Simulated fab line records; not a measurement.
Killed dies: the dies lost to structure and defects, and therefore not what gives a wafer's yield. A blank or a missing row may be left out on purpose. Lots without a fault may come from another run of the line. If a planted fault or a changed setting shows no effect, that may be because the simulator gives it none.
Which tool is to blame? || flow sky130 || 18 wafers from 6 lots sampled at 3 of the route's 708 steps

== WHAT EACH GAUGE READ, for each wafer ==
SKY_CONTACT_RS_MEAS_25: measures by four-point-probe.
{"lot": "L481", "measured": "day 32 03:29", "on": "film_metro-03", "CONTACT_W_RS (ohm/sq)": "0.339 0.334 0.341"}
{"lot": "L483", "measured": "day 32 14:11", "on": "film_metro-04", "CONTACT_W_RS (ohm/sq)": "0.333 0.334 0.340"}
{"lot": "L489", "measured": "day 35 08:58", "on": "film_metro-01", "CONTACT_W_RS (ohm/sq)": "0.339 0.338 0.334"}
{"lot": "L498", "measured": "day 38 00:22", "on": "film_metro-03", "CONTACT_W_RS (ohm/sq)": "0.335 0.330 0.339"}
{"lot": "L500", "measured": "day 38 05:44", "on": "film_metro-01", "CONTACT_W_RS (ohm/sq)": "0.331 0.343 0.341"}

== WHAT TOOL EACH LOT RAN ON (gives the tool, then ch and the chambers of the sampled wafers, and finally the start) ==
{"lot": "L481", "SKY_SONOS_TUNNEL_STRIP_11": "wet_bench-03 ch 0, day 11 21:58", "SKY_CONTACT_ETCH_17": "rie_diel-02 ch 0,3, day 32 02:36"}
{"lot": "L483", "SKY_SONOS_TUNNEL_STRIP_11": "wet_bench-02 ch 0, day 12 10:00", "SKY_CONTACT_ETCH_17": "rie_diel-02 ch 0,2, day 32 13:16"}
{"lot": "L489", "SKY_SONOS_TUNNEL_STRIP_11": "wet_bench-01 ch 0, day 15 02:18", "SKY_CONTACT_ETCH_17": "rie_diel-03 ch 0,1,2, day 35 08:07"}
{"lot": "L491", "SKY_SONOS_TUNNEL_STRIP_11": "wet_bench-03 ch 3, day 15 12:25", "SKY_CONTACT_ETCH_17": "-"}
{"lot": "L498", "SKY_SONOS_TUNNEL_STRIP_11": "wet_bench-01 ch 1, day 17 23:04", "SKY_CONTACT_ETCH_17": "rie_diel-02 ch 1,2, day 37 23:31"}
{"lot": "L500", "SKY_SONOS_TUNNEL_STRIP_11": "wet_bench-02 ch 3, day 18 07:52", "SKY_CONTACT_ETCH_17": "rie_diel-02 ch 1,2, day 38 04:48"}
- SKY_SONOS_TUNNEL_STRIP_11: strips in SPM, time 600 s.
- SKY_CONTACT_ETCH_17: etches SiO2 in C4F8/O2/Ar, stops on Si3N4, target depth 340 nm.

== THE ANSWER, worked out from the rows above alone ==
Rule: what is usual is taken from the lots themselves. Put in order of their means at a reading, lots are off if they are a third of the lots or fewer, leave a main group of 4 or more, and stand apart from it by a gap of 3 or more times the standard deviation of the main group's means; of several such gaps the widest counts. Not used: any main group whose means are identical at the precision the tables above print for the reading. A lot without any number at a reading at which 4 lots or more have one is off too. Where the step has rows for the other lots, those lots are counted as sound.
Nothing can be told from this: no lot is off at any reading shown.

== WHAT THE SIMULATOR HAD PUT IN ==
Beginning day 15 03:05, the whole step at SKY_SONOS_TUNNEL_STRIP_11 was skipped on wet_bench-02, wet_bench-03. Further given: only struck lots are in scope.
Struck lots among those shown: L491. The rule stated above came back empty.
